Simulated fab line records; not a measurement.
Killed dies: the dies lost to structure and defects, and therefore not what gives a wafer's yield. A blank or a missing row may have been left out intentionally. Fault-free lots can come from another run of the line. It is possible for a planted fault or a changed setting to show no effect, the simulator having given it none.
A struck lot beside a sound one    flow sfq-line    17 steps out of a route of 325
Sound: wafers L191.4, L191.5, L191.6. Struck: wafer L195.6 (L195.2, L195.3, from the same lot, were not struck and are left out); the cause is given at the end.
For every step that has rows: the tool of each side, followed by ch and its chambers, followed by its first start. Under that, the readings that differ: sound wafers    struck wafers    difference of the means    sigmas: that difference in standard deviations of wafers without a fault.
alike: a reading whose means differ by less than 2 such deviations, as well as words and numbers matching on both sides. not compared: withheld readings; readings where some wafer has no value; bounds like >300 that might hide an equal value; numbers whose values overlap and for which the record gives no deviation.
Wherever a step has rows on one side only, a row that says differs or no value, or a row with sigmas, the two part there. When numbers do not overlap yet have no deviation, they are printed without sigmas and do not part them. A reading missing from all wafers of one side parts the sides only when that side holds two or more wafers.

SFQ_TRILAYER_I7_VIA_STRIP_STRIP_191: strips in O2.
  sound on rie-metal-01 ch 0,1, day 90 08:31; struck on rie-metal-02 ch 1, day 91 06:59
reading                      sound        struck  difference  sigmas
drypump-motor-current-A (A)  5.4 5.4 5.4  6.4     +1.0        +2
  alike: oes-product-au
  not compared: rf-hours-counter-h
then, 8 steps without rows for these wafers: SFQ_TRILAYER_I7_VIA_STRIP_SOLV_CLEAN_192 (cleans in NMP, time 600 s); SFQ_TRILAYER_M8_LITHO_LOR_COAT_197; SFQ_TRILAYER_M8_LITHO_LOR_BAKE_198; SFQ_TRILAYER_M8_LITHO_COAT_193 (resist thk 600 nm); SFQ_TRILAYER_M8_LITHO_SOFTBAKE_199; SFQ_TRILAYER_M8_LITHO_EXPOSE_194 (exposes mask M8, target cd 2000 nm); SFQ_TRILAYER_M8_LITHO_PEB_196 (peb time 60 s); SFQ_TRILAYER_M8_LITHO_DEVELOP_195 (img clear 15 s, time 55 s).
SFQ_M8_OVL_MEAS_948:
  sound: overlay-01 at day 90 12:11; struck: overlay-02 at day 91 10:33
  alike: M8_OVL
then, 2 steps without rows for these wafers: SFQ_TRILAYER_M8_DEP_EVAP_197 (material Ti, target thk 20 nm, time 100 s); SFQ_TRILAYER_M8_DEP_EVAP_198 (material Pt, target thk 50 nm, time 250 s).
SFQ_TRILAYER_M8_DEP_EVAP_196: material Au, target thk 180 nm, time 900 s.
  sound: pvd-sputter-02 at day 90 12:27; struck: pvd-sputter-02 at day 91 10:50
reading                                           sound              struck  difference  sigmas
model.Au_of_TRILAYER_M8_DEP_EVAP_196.thk-nm (nm)  179.1 180.1 180.9  184     +4          
  alike: cathode-dc-power-W
SFQ_M8_RS_MEAS_949: measurement is done with a four-point probe.
  sound: film-metro-01 at day 90 13:05; struck: film-metro-04 at day 91 11:26
  alike: M8_AU_RS
SFQ_M8_THK_MEAS_950: measures by xrf.
  sound: film-metro-01 at day 90 13:11; struck: film-metro-04 at day 91 11:33
  alike: M8_AU_THK
then, 1 step without rows for these wafers: SFQ_TRILAYER_M8_LIFTOFF_LIFTOFF_197 (chemistry NMP, time 600 s).
SFQ_M8_BOW_MEAS_951:
  sound: film-metro-02 at day 90 13:27; struck: film-metro-01 at day 91 11:49
reading                sound                 struck  difference  sigmas
model.etest.m8.ohm-sq  0.1543 0.1535 0.1528  0.1502  -0.0033     
  alike: M8_BOW

== WHERE THEY PART ==
At SFQ_TRILAYER_I7_VIA_STRIP_STRIP_191 and nowhere else, as far as this record goes. Later steps at which nothing parts them and some readings are alike: SFQ_M8_OVL_MEAS_948, SFQ_TRILAYER_M8_DEP_EVAP_196, SFQ_M8_RS_MEAS_949, SFQ_M8_THK_MEAS_950, SFQ_M8_BOW_MEAS_951.

WHY: whatever the simulator had introduced
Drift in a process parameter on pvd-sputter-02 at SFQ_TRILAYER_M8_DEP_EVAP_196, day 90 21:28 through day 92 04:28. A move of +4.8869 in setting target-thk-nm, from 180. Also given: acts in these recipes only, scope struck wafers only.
